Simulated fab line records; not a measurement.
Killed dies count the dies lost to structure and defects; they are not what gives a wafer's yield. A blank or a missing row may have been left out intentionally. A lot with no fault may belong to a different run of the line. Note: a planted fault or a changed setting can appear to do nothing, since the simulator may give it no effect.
Check for tools in common | flow gf180mcu | 14 lots and 42 wafers in the sample

REASON IT WAS OPENED
GF_MVPSD_TW_MEAS_11, reading MVPSD_TW: flagged on 3 of 14 lots. Wafers without a fault read 552, standard deviation 3.6.
Rule: flag the lot when none of its wafers has a number, or when each of its wafers that has one lies beyond 4 standard deviations from that mean. All remaining lots are regarded as sound.

lot  | measured     | on            | MVPSD_TW, wafer by wafer | flag
L527 | day 5 01:17  | film_metro-02 | 553 550 550              |
L528 | day 5 06:20  | film_metro-04 | 553 554 554              |
L529 | day 5 14:18  | film_metro-04 | 556 552 555              |
L530 | day 5 18:36  | film_metro-04 | 556 555 555              |
L531 | day 6 00:08  | film_metro-01 | 551 549 553              |
L532 | day 6 06:49  | film_metro-04 | 553 554 553              |
L533 | day 6 13:04  | film_metro-04 | 554 554 549              |
L536 | day 7 08:32  | film_metro-04 | 554 557 553              |
L541 | day 8 15:37  | film_metro-01 | 547 544 546              |
L542 | day 8 20:28  | film_metro-04 | 553 552 551              |
L544 | day 9 06:24  | film_metro-02 | 603 606 605              | FLAGGED
L546 | day 9 19:58  | film_metro-04 | 611 610 608              | FLAGGED
L547 | day 10 03:29 | film_metro-04 | 612 609 613              | FLAGGED
L550 | day 10 18:24 | film_metro-02 | 548 550 550              |
The mean of the flagged lots' numbers is 609, +57 from the usual (+16 standard deviations).

LOT BY LOT: THE TOOL USED
The record holds 1 process step before the reading, out of a route of 602 steps. Cell contents, in order: the tool; ch with the chambers the sampled wafers went through; the start.
lot  | flag    | GF_MVPSD_IMPLANT_08
L527 |         | implanter-02 ch 0, day 5 00:53
L528 |         | implanter-02 ch 0, day 5 05:59
L529 |         | implanter-02 ch 0, day 5 13:55
L530 |         | implanter-03 ch 0, day 5 18:13
L531 |         | implanter-03 ch 0, day 5 23:44
L532 |         | implanter-01 ch 0, day 6 06:26
L533 |         | implanter-03 ch 0, day 6 12:40
L536 |         | implanter-02 ch 0, day 7 08:08
L541 |         | implanter-01 ch 0, day 8 15:03
L542 |         | implanter-02 ch 0, day 8 20:04
L544 | FLAGGED | implanter-03 ch 0, day 9 06:01
L546 | FLAGGED | implanter-03 ch 0, day 9 19:35
L547 | FLAGGED | implanter-03 ch 0, day 10 03:05
L550 |         | implanter-01 ch 0, day 10 18:00
What is done by these steps:
- GF_MVPSD_IMPLANT_08
- GF_MVPSD_TW_MEAS_11

FLAGGED AGAINST TOTAL, ONE TOOL AT A TIME (gauges that did the reading follow at the end)
step                | tool          | lots run | flagged | share of the flagged lots | sound lots run after its first flagged lot
GF_MVPSD_IMPLANT_08 | implanter-01  | 3        | 0       | none                      | -
GF_MVPSD_IMPLANT_08 | implanter-02  | 5        | 0       | none                      | -
GF_MVPSD_IMPLANT_08 | implanter-03  | 6        | 3       | all                       | 0
GF_MVPSD_TW_MEAS_11 | film_metro-01 | 2        | 0       | none                      | -
GF_MVPSD_TW_MEAS_11 | film_metro-02 | 3        | 1       | some                      | 1 (L550)
GF_MVPSD_TW_MEAS_11 | film_metro-04 | 9        | 2       | some                      | 0

WHAT THE TABLE PERMITS
1 row of the table ran every flagged lot: implanter-03 at GF_MVPSD_IMPLANT_08.
- implanter-03 at GF_MVPSD_IMPLANT_08 ran 6 lots, 3 of them flagged. It ran its last sound lot, L533, at day 6 12:40 and its first flagged lot, L544, at day 9 06:01: a fault with its onset between the two fits. Its own readings (tilt_deg) fall more than 4 standard deviations out on all wafers of the flagged lots.
One tool is left: implanter-03 at GF_MVPSD_IMPLANT_08.

WHAT THE SIMULATOR PUT IN
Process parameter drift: implanter-03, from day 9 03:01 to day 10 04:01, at GF_MVPSD_IMPLANT_08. Setting tilt_deg shifted by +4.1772 from 0. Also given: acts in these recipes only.
Shown lots that were struck: L544, L546, L547. This agrees with what the rule above found.
